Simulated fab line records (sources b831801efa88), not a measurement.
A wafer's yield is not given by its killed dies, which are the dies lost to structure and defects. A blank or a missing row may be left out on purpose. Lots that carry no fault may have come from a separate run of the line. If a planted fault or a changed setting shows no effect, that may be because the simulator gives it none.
Which tool is to blame? / flow sky130 / Sampling: 12 lots, 36 wafers, 2 of 708 route steps

== WHAT THE GAUGES SHOWED, per wafer ==
SKY_METAL3_OVL_MEAS_14.
lot=L075; measured=day 38 12:53; on=overlay-02; METAL3_OVL (nm)=4 5 0
lot=L077; measured=day 39 10:02; on=overlay-01; METAL3_OVL (nm)=-5 -7 -5
lot=L079; measured=day 40 07:25; on=overlay-01; METAL3_OVL (nm)=1 1 -8
lot=L081; measured=day 40 16:49; on=overlay-02; METAL3_OVL (nm)=10 4 10
lot=L083; measured=day 41 16:29; on=overlay-02; METAL3_OVL (nm)=6 -6 4
lot=L084; measured=day 42 00:47; on=overlay-02; METAL3_OVL (nm)=5 -4 1
lot=L087; measured=day 42 16:07; on=overlay-01; METAL3_OVL (nm)=9 5 10
lot=L089; measured=day 43 03:53; on=overlay-02; METAL3_OVL (nm)=4 2 -1
lot=L091; measured=day 43 16:50; on=overlay-02; METAL3_OVL (nm)=0 -3 -2
lot=L093; measured=day 44 00:05; on=overlay-02; METAL3_OVL (nm)=-5 4 -7
lot=L095; measured=day 44 06:25; on=overlay-01; METAL3_OVL (nm)=0 0 -7
lot=L097; measured=day 45 07:11; on=overlay-02; METAL3_OVL (nm)=0 -4 -7

== WHAT TOOL EACH LOT RAN ON (gives the tool, then ch and the chambers of the sampled wafers, and finally the start) ==
lot=L075; SKY_VIA2_CMP_24=cmp-01 ch 0,3, day 36 07:42
lot=L077; SKY_VIA2_CMP_24=cmp-02 ch 0,2,3, day 37 05:53
lot=L079; SKY_VIA2_CMP_24=cmp-02 ch 0,1,2, day 38 05:13
lot=L081; SKY_VIA2_CMP_24=cmp-01 ch 1,2,3, day 38 14:37
lot=L083; SKY_VIA2_CMP_24=cmp-01 ch 0,2,3, day 39 14:47
lot=L084; SKY_VIA2_CMP_24=cmp-01 ch 1,2,3, day 39 22:33
lot=L087; SKY_VIA2_CMP_24=cmp-01 ch 0,3, day 40 15:35
lot=L089; SKY_VIA2_CMP_24=cmp-01 ch 1,2,3, day 41 04:04
lot=L091; SKY_VIA2_CMP_24=cmp-01 ch 0,2, day 41 17:17
lot=L093; SKY_VIA2_CMP_24=cmp-01 ch 1,3, day 42 00:46
lot=L095; SKY_VIA2_CMP_24=cmp-02 ch 0,1,3, day 42 07:56
lot=L097; SKY_VIA2_CMP_24=cmp-02 ch 0,2, day 43 10:22
- SKY_VIA2_CMP_24: polishes, stops on SiO2, t overpolish 20 s, target thk 0 nm.

== THE ANSWER, worked out from the rows above alone ==
Rule: the lots themselves supply what counts as usual. The widest of any qualifying gaps counts: lots, ordered by their means at a reading, are off when they make up no more than a third of the lots, leave a main group of 4 or more, and stand apart from it by 3 or more times the standard deviation of that group's means. A main group whose means are all the same, to the digits that the tables above print for the reading, isn't used. A lot without any number at a reading at which 4 lots or more have one is off too. All remaining lots with rows at the step are treated as sound.
No lot is off at any reading shown: from this, nothing can be told.

== WHAT THE SIMULATOR HAD PUT IN ==
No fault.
